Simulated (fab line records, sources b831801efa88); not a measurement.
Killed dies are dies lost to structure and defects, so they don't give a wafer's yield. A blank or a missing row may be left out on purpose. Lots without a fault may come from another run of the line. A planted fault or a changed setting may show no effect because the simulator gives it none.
Tool commonality check | flow sky130 | 13 lots, 39 wafers sampled

WHY IT WAS OPENED
At SKY_VT_ADJUST_NCORE_TW_MEAS_11 the reading VT_ADJUST_NCORE_TW is flagged on 1 of 13 lots. Wafers without a fault read 218.8, standard deviation 2.5.
Rule: a lot is flagged when every wafer of it that has a number lies more than 4 standard deviations from that mean, or none has a number. The other lots count as sound.

lot  | measured     | on            | VT_ADJUST_NCORE_TW, wafer by wafer | flag
L255 | day 9 07:50  | film_metro-03 | 215.9 215.2 215.4                  |
L256 | day 9 09:03  | film_metro-02 | 222.2 222.7 221.9                  |
L257 | day 9 17:33  | film_metro-02 | 221.8 221.1 222.2                  |
L260 | day 10 14:11 | film_metro-03 | 215.1 216.0 213.8                  |
L265 | day 11 20:11 | film_metro-01 | 30.2 30.1 30.1                     | FLAGGED
L267 | day 12 15:52 | film_metro-01 | 220.9 220.1 220.1                  |
L270 | day 13 05:48 | film_metro-01 | 219.7 220.6 220.0                  |
L272 | day 13 20:04 | film_metro-03 | 215.9 215.7 215.0                  |
L273 | day 14 00:31 | film_metro-03 | 216.0 216.2 215.2                  |
L274 | day 14 10:07 | film_metro-02 | 221.6 219.4 219.6                  |
L275 | day 14 15:41 | film_metro-01 | 219.8 219.8 218.7                  |
L276 | day 15 10:18 | film_metro-02 | 222.8 222.5 222.1                  |
L278 | day 15 17:20 | film_metro-02 | 223.8 222.8 222.0                  |
The numbers of the flagged lots are 30.1 on average: -188.7 against the usual, or -75 standard deviations.

WHICH TOOL RAN EACH LOT
The record holds 2 process steps before the reading, out of a route of 708 steps. In each cell: the tool, then ch and the chambers that the sampled wafers went through, then the start.
lot  | flag    | SKY_VT_ADJUST_LVTN_STRIP_20          | SKY_VT_ADJUST_NCORE_STRIP_10
L255 |         | plasma_asher-02 ch 1, day 8 09:28    | plasma_asher-02 ch 0, day 9 07:44
L256 |         | plasma_asher-04 ch 0, day 8 10:29    | plasma_asher-02 ch 0,1, day 9 08:57
L257 |         | plasma_asher-03 ch 0,1, day 8 19:17  | plasma_asher-01 ch 0,1, day 9 17:26
L260 |         | plasma_asher-03 ch 0,1, day 9 15:46  | plasma_asher-04 ch 0,1, day 10 14:05
L265 | FLAGGED | plasma_asher-02 ch 0,1, day 10 20:32 | plasma_asher-01 ch 0,1, day 11 20:05
L267 |         | plasma_asher-04 ch 0, day 11 15:25   | plasma_asher-02 ch 0,1, day 12 15:46
L270 |         | plasma_asher-03 ch 0,1, day 12 04:01 | plasma_asher-02 ch 0,1, day 13 05:41
L272 |         | plasma_asher-04 ch 0,1, day 12 18:13 | plasma_asher-02 ch 0,1, day 13 19:58
L273 |         | plasma_asher-04 ch 1, day 12 23:11   | plasma_asher-02 ch 1, day 14 00:25
L274 |         | plasma_asher-03 ch 0,1, day 13 07:26 | plasma_asher-04 ch 0,1, day 14 10:01
L275 |         | plasma_asher-02 ch 1, day 13 13:35   | plasma_asher-04 ch 0,1, day 14 15:35
L276 |         | plasma_asher-03 ch 0,1, day 14 06:37 | plasma_asher-04 ch 1, day 15 10:12
L278 |         | plasma_asher-04 ch 0,1, day 14 13:22 | plasma_asher-01 ch 0,1, day 15 17:14
What these steps do:
- SKY_VT_ADJUST_LVTN_STRIP_20: strips in O2/N2.
- SKY_VT_ADJUST_NCORE_STRIP_10: strips in O2/N2.
- SKY_VT_ADJUST_NCORE_TW_MEAS_11

FLAGGED OVER TOTAL, TOOL BY TOOL (the gauges that took the reading come last)
step                           | tool            | lots run | flagged | share of the flagged lots | sound lots run after its first flagged lot
SKY_VT_ADJUST_LVTN_STRIP_20    | plasma_asher-02 | 3        | 1       | all                       | 1 (L275)
SKY_VT_ADJUST_LVTN_STRIP_20    | plasma_asher-03 | 5        | 0       | none                      | -
SKY_VT_ADJUST_LVTN_STRIP_20    | plasma_asher-04 | 5        | 0       | none                      | -
SKY_VT_ADJUST_NCORE_STRIP_10   | plasma_asher-01 | 3        | 1       | all                       | 1 (L278)
SKY_VT_ADJUST_NCORE_STRIP_10   | plasma_asher-02 | 6        | 0       | none                      | -
SKY_VT_ADJUST_NCORE_STRIP_10   | plasma_asher-04 | 4        | 0       | none                      | -
SKY_VT_ADJUST_NCORE_TW_MEAS_11 | film_metro-01   | 4        | 1       | all                       | 3 (L267,L270,L275)
SKY_VT_ADJUST_NCORE_TW_MEAS_11 | film_metro-02   | 5        | 0       | none                      | -
SKY_VT_ADJUST_NCORE_TW_MEAS_11 | film_metro-03   | 4        | 0       | none                      | -

WHAT THE TABLE ALLOWS
3 rows of the table ran every flagged lot: plasma_asher-02 at SKY_VT_ADJUST_LVTN_STRIP_20, plasma_asher-01 at SKY_VT_ADJUST_NCORE_STRIP_10, film_metro-01 at SKY_VT_ADJUST_NCORE_TW_MEAS_11.
- plasma_asher-02 at SKY_VT_ADJUST_LVTN_STRIP_20: 1 of its 3 lots flagged. Sound lots ran on it after the first flagged one (L275), which a lasting fault on the whole tool wouldn't allow. Its own readings lie more than 4 standard deviations out on every wafer of the flagged lots: oes_product_au.
- plasma_asher-01 at SKY_VT_ADJUST_NCORE_STRIP_10: 1 of its 3 lots flagged. Sound lots ran on it after the first flagged one (L278), which a lasting fault on the whole tool wouldn't allow. Its own readings lie more than 4 standard deviations out on every wafer of the flagged lots: strip_time_to_endpoint_s.
- film_metro-01 at SKY_VT_ADJUST_NCORE_TW_MEAS_11: 1 of its 4 lots flagged. Sound lots ran on it after the first flagged one (L267, L270, L275), which a lasting fault on the whole tool wouldn't allow.
No row of the table ran every flagged lot and no sound lot after the first.

WHAT THE SIMULATOR HAD PUT IN
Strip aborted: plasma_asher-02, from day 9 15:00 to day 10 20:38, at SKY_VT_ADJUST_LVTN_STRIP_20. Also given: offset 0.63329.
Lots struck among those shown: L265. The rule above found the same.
